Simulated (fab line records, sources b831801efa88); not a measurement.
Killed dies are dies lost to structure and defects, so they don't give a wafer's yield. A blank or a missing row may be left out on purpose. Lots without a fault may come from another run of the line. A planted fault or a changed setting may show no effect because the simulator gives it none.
Chamber matching | flow gf180mcu | GF_CONTACT_CMP_04 on cmp-02: 4 sister chambers
The step polishes SiO2. 8 wafers are shown with their chamber, then 10 later ones without.

WAFERS WITH THEIR CHAMBER
wafer  | chamber | motor_current_A (A) | time_to_endpoint_s (s)
L381.3 | 3       | 12.7                | 115
L388.2 | 0       | 13.2                | 109
L388.5 | 2       | 12.1                | 118
L390.1 | 3       | 11.5                | 104
L390.2 | 0       | 12.7                | 106
L390.6 | 1       | 9.8                 | 112
L391.2 | 1       | 10.6                | 105
L391.4 | 2       | 12.2                | 110

WAFERS WITHOUT THEIR CHAMBER
wafer  | motor_current_A (A) | time_to_endpoint_s (s)
L391.6 | 10.2                | 117
L392.2 | 13.1                | 116
L392.5 | 12.6                | 122
L392.6 | 10.3                | 116
L395.2 | 10.2                | 115
L395.3 | 12.2                | 124
L395.5 | 12.5                | 123
L397.1 | 11.8                | 104
L397.2 | 11.8                | 112
L397.6 | 9.7                 | 111

WHICH CHAMBER EACH WENT THROUGH
wafer  | from the rows above               | in truth
L391.6 | 1                                 | 1
L392.2 | can't be placed: 0 or 2 or 3      | 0
L392.5 | can't be placed: 2 or 3 or 0      | 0
L392.6 | 1                                 | 1
L395.2 | 1                                 | 1
L395.3 | can't be placed: 2 or 3 or 0      | 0
L395.5 | can't be placed: 2 or 3 or 0      | 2
L397.1 | can't be placed: 3 or 2 or 0 or 1 | 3
L397.2 | can't be placed: 3 or 2 or 0      | 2
L397.6 | 1                                 | 1
Placed correctly: 4 of 10. Can't be placed from these rows: 6 (the true chamber is among the candidates in 6). Placed wrongly: 0.
How it was worked out, from the rows above alone: a wafer's distance from a chamber is the root of the sum, over the readings, of the square of ((its reading less the chamber's mean) divided by the reading's scatter). The wafer belongs to the nearest chamber; if the next one is less than 2 further off, it can't be placed. A chamber's mean is the mean of its shown wafers. The scatter: the root of (the sum of the squares of (reading less its chamber's mean) over the shown wafers, divided by (wafers less chambers)).
